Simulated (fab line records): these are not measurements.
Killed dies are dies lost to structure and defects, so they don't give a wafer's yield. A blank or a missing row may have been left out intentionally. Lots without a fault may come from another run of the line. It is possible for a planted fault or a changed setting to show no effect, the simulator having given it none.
Which tool did it? + flow gf180mcu + 14 lots, 42 wafers sampled, at 3 steps of a route of 602

## WHAT THE GAUGES SHOWED, per wafer
GF_MVSD_TW_MEAS_11.
| lot  | measured     | on           | MVSD_TW        |
|------|--------------|--------------|----------------|
| L647 | day 4 08:07  | filmMetro-04 | 1570 1573 1573 |
| L648 | day 4 16:58  | filmMetro-02 | 1562 1558 1562 |
| L649 | day 4 20:42  | filmMetro-02 | 1562 1558 1554 |
| L650 | day 5 01:24  | filmMetro-03 | 1562 1572 1565 |
| L651 | day 5 15:28  | filmMetro-04 | 1576 1579 1574 |
| L652 | day 5 18:22  | filmMetro-03 | 1563 1571 1565 |
| L653 | day 6 01:42  | filmMetro-02 | 1564 1564 1567 |
| L654 | day 6 08:55  | filmMetro-04 | 1569 1568 1574 |
| L662 | day 8 06:58  | filmMetro-04 | 1572 1582 1577 |
| L663 | day 8 09:35  | filmMetro-02 | 1569 1562 1565 |
| L665 | day 8 20:20  | filmMetro-03 | 1575 1577 1577 |
| L666 | day 9 01:52  | filmMetro-04 | 1560 1556 1557 |
| L667 | day 9 06:31  | filmMetro-04 | 1565 1568 1562 |
| L670 | day 10 01:59 | filmMetro-02 | 1564 1574 1576 |

GF_VT_IMPLANT_OVL_MEAS_07.
| lot  | measured     | on         | VT_IMPLANT_OVL (nm) |
|------|--------------|------------|---------------------|
| L647 | day 5 12:05  | overlay-01 | 1.6 0.5 1.0         |
| L648 | day 5 21:58  | overlay-02 | 3.1 2.3 4.9         |
| L649 | day 6 01:16  | overlay-01 | 1.5 2.8 2.1         |
| L650 | day 6 06:55  | overlay-01 | 1.9 -0.1 0.9        |
| L651 | day 6 22:01  | overlay-01 | -0.1 -1.2 -2.4      |
| L652 | day 7 00:38  | overlay-01 | 1.8 0.4 1.4         |
| L653 | day 7 09:07  | overlay-02 | 2.6 0.3 1.6         |
| L654 | day 7 16:10  | overlay-02 | -0.2 0.3 1.1        |
| L662 | day 9 18:04  | overlay-02 | -0.1 0.5 -0.1       |
| L663 | day 9 20:25  | overlay-02 | 4.0 3.1 2.4         |
| L665 | day 10 07:14 | overlay-01 | 1.6 2.0 0.6         |
| L666 | day 10 14:13 | overlay-01 | 1.2 -0.4 -0.1       |
| L667 | day 10 17:56 | overlay-01 | 0.4 1.5 1.2         |
| L670 | day 11 13:46 | overlay-02 | 3.0 1.7 1.4         |

## WHICH TOOL RAN EACH LOT (tool, then ch and the chambers of the sampled wafers, then the start)
| lot  | GF_MVPSD_DEHYDRATE_00            |
|------|----------------------------------|
| L647 | lithoTrack-02 ch 0, day 4 14:26  |
| L648 | lithoTrack-03 ch 0, day 4 23:34  |
| L649 | lithoTrack-03 ch 0, day 5 03:22  |
| L650 | lithoTrack-03 ch 0, day 5 08:10  |
| L651 | lithoTrack-03 ch 0, day 5 22:08  |
| L652 | lithoTrack-02 ch 0, day 6 00:47  |
| L653 | lithoTrack-03 ch 0, day 6 08:49  |
| L654 | lithoTrack-03 ch 0, day 6 15:37  |
| L662 | lithoTrack-04 ch 0, day 8 15:02  |
| L663 | lithoTrack-04 ch 0, day 8 17:22  |
| L665 | lithoTrack-02 ch 0, day 9 04:17  |
| L666 | lithoTrack-03 ch 0, day 9 10:16  |
| L667 | lithoTrack-03 ch 0, day 9 14:40  |
| L670 | lithoTrack-03 ch 0, day 10 09:52 |
- GF_MVPSD_DEHYDRATE_00: time 60 s.

## WHAT THE TOOLS THEMSELVES READ (means of the sampled wafers that have a number; where no wafer has one, the mark that the record gives instead)
GF_MVPSD_DEHYDRATE_00.
| lot  | tool          | exhaustPa (Pa) | heaterPowerTotalW (W) | plateTempC (C) |
|------|---------------|----------------|-----------------------|----------------|
| L647 | lithoTrack-02 | 45.7           | 160.32                | 199.84         |
| L648 | lithoTrack-03 | 45.5           | 160.43                | 199.73         |
| L649 | lithoTrack-03 | 45.4           | 160.24                | 199.77         |
| L650 | lithoTrack-03 | 45.4           | 160.42                | 200.00         |
| L651 | lithoTrack-03 | 45.9           | 160.30                | 199.85         |
| L652 | lithoTrack-02 | 45.2           | 160.48                | 199.78         |
| L653 | lithoTrack-03 | 44.8           | 160.30                | 200.03         |
| L654 | lithoTrack-03 | 45.9           | 160.40                | 199.86         |
| L662 | lithoTrack-04 | 44.2           | 157.82                | 197.36         |
| L663 | lithoTrack-04 | 44.7           | 157.69                | 197.24         |
| L665 | lithoTrack-02 | 44.4           | 160.40                | 200.20         |
| L666 | lithoTrack-03 | 45.1           | 160.57                | 199.80         |
| L667 | lithoTrack-03 | 44.4           | 160.44                | 200.08         |
| L670 | lithoTrack-03 | 43.3           | 160.43                | 199.94         |

## THE ANSWER, worked out from the rows above alone
Rule: the lots themselves supply what counts as usual. Put in order of their means at a reading, lots are off if they are a third of the lots or fewer, leave a main group of 4 or more, and stand apart from it by a gap of 3 or more times the standard deviation of the main group's means; of several such gaps the widest counts. A main group whose means are all the same, to the digits that the tables above print for the reading, isn't used. Also off: a lot with no number at a reading for which 4 or more lots have one. The other lots that the step has rows for count as sound. The gauges are gone through in route order, then the tools' own readings, and for those a lot's mean is taken as printed above. The first step at which some lot is off is used, and at that step the reading that is off furthest; a lot without a number counts as furthest.
Off, at GF_MVPSD_DEHYDRATE_00 on heaterPowerTotalW: L662, L663. For the main group the mean is 160.39 W and the standard deviation 0.087.
If a tool, at that step or one of the process steps before it, ran each lot that is off and ran no sound lot following the first of them, it fits. One candidate fits, namely lithoTrack-04 at GF_MVPSD_DEHYDRATE_00. It ran no sound lot before its first lot that is off in this sample, so the start can't be narrowed down.
The tool's own readings at GF_MVPSD_DEHYDRATE_00 bear it out: on the lots that are off they differ by more than 5 times the standard deviation of the sound lots' means. heaterPowerTotalW reads 157.75 W there against 160.39 W on the sound lots; plateTempC reads 197.30 C there against 199.91 C on the sound lots.

## WHAT THE SIMULATOR HAD INSERTED
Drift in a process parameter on lithoTrack-04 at GF_MVPSD_DEHYDRATE_00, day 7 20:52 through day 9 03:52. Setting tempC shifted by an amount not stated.
Struck lots among those shown: L662, L663. Same finding as the rule above.
